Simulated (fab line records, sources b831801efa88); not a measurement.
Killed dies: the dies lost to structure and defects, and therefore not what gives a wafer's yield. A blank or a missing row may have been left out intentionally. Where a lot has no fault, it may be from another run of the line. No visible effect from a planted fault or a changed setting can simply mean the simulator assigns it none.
A struck lot beside a sound one :: flow gf180mcu :: 16 out of 602 route steps
Sound: wafers L710.2, L710.4, L710.6. Wafers struck: L715.1, L715.2, L715.5. The cause is named last.
Per side, at each step with rows, come the tool, then ch with its chambers, and then its first start. Under that, the readings that differ: sound wafers :: struck wafers :: difference of the means :: sigmas: that difference in standard deviations of wafers without a fault.
alike: same words and numbers on both sides, and readings whose means sit less than 2 such deviations apart. not compared: any withheld reading, any reading some wafer has no value for, any bound like >300 that may hide the same value, and any number with overlapping values for which the record gives no deviation.
The two part at a step that has a row with sigmas, a row that says differs or no value, or rows on one side only. Numbers that don't overlap but have no deviation are shown without sigmas and don't part them. A reading that every wafer of one side lacks parts them only if that side has two wafers or more.

GF_POLY_GATE_THK_MEAS_01:
  sound: filmMetro-04 at day 9 02:04; struck: filmMetro-02 at day 10 10:14
  alike: POLY_GATE_CVD_00_THK
then, 8 steps without rows for these wafers: GF_POLY_GATE_DEHYDRATE_02 (time 60 s); GF_POLY_GATE_HMDS_03 (prime time 60 s); GF_POLY_GATE_COAT_04; GF_POLY_GATE_COAT_05 (resist thk 700 nm); GF_POLY_GATE_SOFTBAKE_06 (time 60 s); GF_POLY_GATE_EXPOSE_07 (exposes mask Poly2, target cd 280 nm); GF_POLY_GATE_PEB_08 (peb time 90 s); GF_POLY_GATE_DEVELOP_09 (develop time 60 s).
GF_POLY_GATE_CD_MEAS_10 targets a cd of 280 nm.
  sound: cdSem-02 at day 9 19:24; struck: cdSem-01 at day 11 04:17
reading: cdNm (nm)
sound: 279.4 279.0 279.0
struck: 283.1 282.2 282.1
difference: +3.3
sigmas: +3
GF_POLY_GATE_OVL_MEAS_11:
  sound: overlay-02 at day 9 19:31; struck: overlay-02 at day 11 04:24
  alike: POLY_GATE_OVL
GF_POLY_GATE_ETCH_12: etches BARC in N2/H2.
  sound on rieDiel-03 ch 1,2, day 9 19:32; struck on rieDiel-04 ch 2,3, day 11 04:26
  alike: drypumpMotorCurrentA, h2FlowSccm, oesProductAu, throttleValvePct
GF_POLY_GATE_ETCH_13: etches poly-Si in HBr/Cl2, stops on SiO2, target depth 198.5 nm, time 69.6 s.
  sound on rieSi-02 ch 1,2, day 9 19:35; struck on rieSi-02 ch 2,3, day 11 04:29
reading: runLengthS (s)
sound: 98.2 97.7 97.8
struck: 64.3 64.4 64.5
difference: -33.5
sigmas: -84

reading: model.etch.depthNm (nm)
sound: 197.2 195.7 196.1
struck: 102.7 102.5 102
difference: -93.9
sigmas: 

reading: model.POLY_GATE.featureDepthNm (nm)
sound: 197.2 195.7 196.1
struck: 102.7 102.5 102
difference: -93.9
sigmas: 
  alike: drypumpMotorCurrentA, heBacksideLeakSccm, oesProductAu, throttleValvePct
  not compared: rfHoursCounterH
GF_POLY_GATE_STRIP_14: strips in O2/N2.
  sound on plasmaAsher-04 ch 0,1, day 9 19:38; struck on plasmaAsher-01 ch 0,1, day 11 04:32
reading: oesProductAu (a.u.)
sound: 0.496 0.497 0.503
struck: 0.526 0.522 0.526
difference: +0.026
sigmas: +6
  alike: drypumpMotorCurrentA, heaterPowerW
  not compared: rfHoursCounterH
then, 1 step without rows for these wafers: GF_POLY_GATE_CLEAN_15 (cleans in SC1/SC2, time 150 s).
-- a jump in the record: the struck wafers' starts before and after are 20 days apart (it breaks off in module POLY_GATE and resumes in module PASSIVATION, where the first step shown is number 602 of the route) --
GF_PASSIVATION_PROBE_99:
  only the struck wafers here have rows in the record (prober-01, day 31 02:13); the sound ones have none

== WHERE THEY PART ==
At GF_POLY_GATE_CD_MEAS_10 first; at GF_PASSIVATION_PROBE_99 last (within this record only).

WHY: what the simulator had put in
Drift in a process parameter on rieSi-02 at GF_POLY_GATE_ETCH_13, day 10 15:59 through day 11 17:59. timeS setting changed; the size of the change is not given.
